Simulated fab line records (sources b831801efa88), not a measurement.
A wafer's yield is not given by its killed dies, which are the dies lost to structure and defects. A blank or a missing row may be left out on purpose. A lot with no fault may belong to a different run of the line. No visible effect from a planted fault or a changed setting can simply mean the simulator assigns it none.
Matching of chambers + flow sky130 + SKY_LI_CONTACT_CMP_24 on cmp-01: 4 sister chambers
The step polishes, stops on PSG, t overpolish 20 s, target thk 0 nm. 8 wafers are shown with their chamber, then 7 later ones without.

## WAFERS PAIRED WITH THEIR CHAMBERS
| wafer  | chamber | motorCurrentA (A) | timeToEndpointS (s) |
|--------|---------|-------------------|---------------------|
| L252.4 | 1       | 11.7              | 100                 |
| L262.4 | 2       | 10.0              | 92                  |
| L262.6 | 0       | 8.5               | 102                 |
| L263.2 | 3       | 9.8               | 97                  |
| L263.4 | 0       | 8.8               | 102                 |
| L263.5 | 2       | 10.2              | 97                  |
| L265.2 | 3       | 9.5               | 100                 |
| L265.3 | 1       | 12.0              | 98                  |

## WAFERS WHOSE CHAMBER IS MISSING
| wafer  | motorCurrentA (A) | timeToEndpointS (s) |
|--------|-------------------|---------------------|
| L265.5 | 11.8              | 102                 |
| L267.2 | 8.6               | 102                 |
| L267.3 | 10.1              | 98                  |
| L267.5 | 11.5              | 96                  |
| L268.2 | 10.1              | 97                  |
| L268.4 | 10.2              | 93                  |
| L268.5 | 11.7              | 96                  |

## WHICH CHAMBER EACH WENT THROUGH
| wafer  | from the rows above     | in truth                   |
|--------|-------------------------|----------------------------|
| L265.5 | 1                       | 1                          |
| L267.2 | 0                       | 0                          |
| L267.3 | can't be placed: 2 or 3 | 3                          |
| L267.5 | 1                       | 1                          |
| L268.2 | can't be placed: 2 or 3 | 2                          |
| L268.4 | 2                       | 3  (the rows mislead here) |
| L268.5 | 1                       | 1                          |
Correct placement for 4 of the 7. Can't be placed from these rows: 2 (the true chamber is among the candidates in 2). Wrongly placed: 1.
How it was worked out, from the rows above alone: a wafer's distance from a chamber is the root of the sum, over the readings, of the square of ((its reading less the chamber's mean) divided by the reading's scatter). The wafer belongs to the nearest chamber; if the next one is less than 2 further off, it can't be placed. For every chamber, the mean is computed from those of its wafers that are shown. The scatter: the root of (the sum of the squares of (reading less its chamber's mean) over the shown wafers, divided by (wafers less chambers)).
